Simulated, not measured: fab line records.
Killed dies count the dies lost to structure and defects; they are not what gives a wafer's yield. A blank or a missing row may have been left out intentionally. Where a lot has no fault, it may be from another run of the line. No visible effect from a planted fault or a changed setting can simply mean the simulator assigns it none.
Comparing a struck lot with a sound one || flow gf180mcu || 44 steps out of a route of 602
Sound: the wafers L311.1, L311.5, L311.6. Struck: wafer L319.4 (left out: L319.2, L319.3 of the same lot, which were not struck); the cause appears at the end.
At each step with rows: each side's tool, then ch and its chambers, then its first start. Under that, the readings that differ: sound wafers || struck wafers || difference of the means || sigmas: that difference in standard deviations of wafers without a fault.
alike: readings whose means differ by less than 2 such deviations, and words and numbers that are the same on both sides. not compared: withheld readings, readings that some wafer has no value for, bounds like >300 that may hide the same value, and numbers for which the record gives no deviation and whose values overlap.
Wherever a step has rows on one side only, a row that says differs or no value, or a row with sigmas, the two part there. Numbers that have no deviation but don't overlap get no sigmas and don't part them. A reading missing from all wafers of one side parts the sides only when that side holds two or more wafers.

first, 2 steps without rows for these wafers: GF_DNWELL_DEVELOP_06 (develop time 60 s); GF_DNWELL_IMPLANT_07.
GF_DNWELL_STRIP_08: strips in O2/N2.
  sound on plasmaAsher-01 ch 0,1, day 4 18:50; struck on plasmaAsher-02 ch 1, day 6 13:11
{"reading": "drypumpMotorCurrentA (A)", "sound": "5.8 6.4 5.8", "struck": 5.2, "difference": -0.8, "sigmas": -2}
  alike: heaterPowerW, oesProductAu, stripTimeToEndpointS
  not compared: rfHoursCounterH
GF_DNWELL_TW_MEAS_09:
  sound: filmMetro-04 at day 4 18:56; struck: filmMetro-02 at day 6 13:17
  alike: DNWELL_TW
then, 7 steps without rows for these wafers: GF_NWELL_DEHYDRATE_00 (time 60 s); GF_NWELL_HMDS_01 (prime time 60 s); GF_NWELL_COAT_02 (resist thk 3000 nm); GF_NWELL_SOFTBAKE_03; GF_NWELL_EXPOSE_04 (exposes mask Nwell, target cd 860 nm); GF_NWELL_PEB_05; GF_NWELL_DEVELOP_06 (develop time 60 s).
GF_NWELL_OVL_MEAS_07:
  sound: overlay-02 at day 5 09:01; struck: overlay-01 at day 7 05:01
  alike: NWELL_OVL
GF_NWELL_IMPLANT_08:
  sound on implanter-03 ch 0, day 5 09:03; struck on implanter-03 ch 0, day 7 05:04
next, for these wafers, 1 step has no rows: GF_NWELL_IMPLANT_09.
GF_NWELL_STRIP_10: strips in O2/N2.
  sound on plasmaAsher-03 ch 0,1, day 5 09:21; struck on plasmaAsher-04 ch 0, day 7 05:21
  alike: drypumpMotorCurrentA, heaterPowerW, oesProductAu, stripTimeToEndpointS
  not compared: rfHoursCounterH
GF_NWELL_TW_MEAS_11:
  sound: filmMetro-04 at day 5 09:27; struck: filmMetro-03 at day 7 05:28
{"reading": "NWELL_TW", "sound": "1560 1561 1563", "struck": 1431, "difference": -130, "sigmas": -14}
then, 7 steps without rows for these wafers: GF_LVPWELL_DEHYDRATE_00 (time 60 s); GF_LVPWELL_HMDS_01 (prime time 60 s); GF_LVPWELL_COAT_02 (resist thk 3000 nm); GF_LVPWELL_SOFTBAKE_03; GF_LVPWELL_EXPOSE_04 (exposes mask LVPWELL, target cd 600 nm); GF_LVPWELL_PEB_05; GF_LVPWELL_DEVELOP_06 (develop time 60 s).
GF_LVPWELL_OVL_MEAS_07:
  sound: overlay-01 at day 6 00:06; struck: overlay-01 at day 7 21:06
  alike: LVPWELL_OVL
then, 2 steps without rows for these wafers: GF_LVPWELL_IMPLANT_08; GF_LVPWELL_IMPLANT_09.
GF_LVPWELL_STRIP_10: strips in O2/N2.
  sound on plasmaAsher-04 ch 0,1, day 6 00:26; struck on plasmaAsher-01 ch 1, day 7 21:26
{"reading": "drypumpMotorCurrentA (A)", "sound": "5.4 5.9 5.4", "struck": 6.4, "difference": "+0.8", "sigmas": "+3"}
  alike: heaterPowerW, oesProductAu, stripTimeToEndpointS
  not compared: rfHoursCounterH
GF_LVPWELL_TW_MEAS_11:
  sound: filmMetro-04 at day 6 00:32; struck: filmMetro-03 at day 7 21:32
  alike: LVPWELL_TW
then, 7 steps without rows for these wafers: GF_MVSD_DEHYDRATE_00 (time 60 s); GF_MVSD_HMDS_01 (prime time 60 s); GF_MVSD_COAT_02 (resist thk 3000 nm); GF_MVSD_SOFTBAKE_03; GF_MVSD_EXPOSE_04 (exposes mask MVSD, target cd 1000 nm); GF_MVSD_PEB_05; GF_MVSD_DEVELOP_06 (develop time 60 s).
GF_MVSD_OVL_MEAS_07:
  sound: overlay-01 at day 6 15:32; struck: overlay-02 at day 8 13:27
  alike: MVSD_OVL
then, 2 steps without rows for these wafers: GF_MVSD_IMPLANT_08; GF_MVSD_IMPLANT_09.
GF_MVSD_STRIP_10: strips in O2/N2.
  sound on plasmaAsher-04 ch 0,1, day 6 15:52; struck on plasmaAsher-04 ch 0, day 8 13:47
  alike: drypumpMotorCurrentA, heaterPowerW, oesProductAu, stripTimeToEndpointS
  not compared: rfHoursCounterH
GF_MVSD_TW_MEAS_11:
  sound: filmMetro-03 at day 6 15:58; struck: filmMetro-04 at day 8 13:53
  alike: MVSD_TW
then, 2 steps without rows for these wafers: GF_MVPSD_DEHYDRATE_00 (time 60 s); GF_MVPSD_HMDS_01 (prime time 60 s).
-- the record jumps here: 4 days lie between the struck wafers' starts before and after --
GF_VT_IMPLANT_RS_MEAS_47: the measuring method here is four-point-probe.
  sound: filmMetro-04 at day 10 02:40; struck: filmMetro-02 at day 12 07:45
{"reading": "NWELL_RS (ohm/sq)", "sound": "485.2 486.5 486.1", "struck": 579.0, "difference": "+93.1", "sigmas": "+62"}
next, for these wafers, 1 step has no rows: GF_PASSIVATION_PROBE_99.

== WHERE THEY PART ==
Earliest at GF_DNWELL_STRIP_08; latest, in this record, at GF_VT_IMPLANT_RS_MEAS_47.

WHY: whatever the simulator had introduced
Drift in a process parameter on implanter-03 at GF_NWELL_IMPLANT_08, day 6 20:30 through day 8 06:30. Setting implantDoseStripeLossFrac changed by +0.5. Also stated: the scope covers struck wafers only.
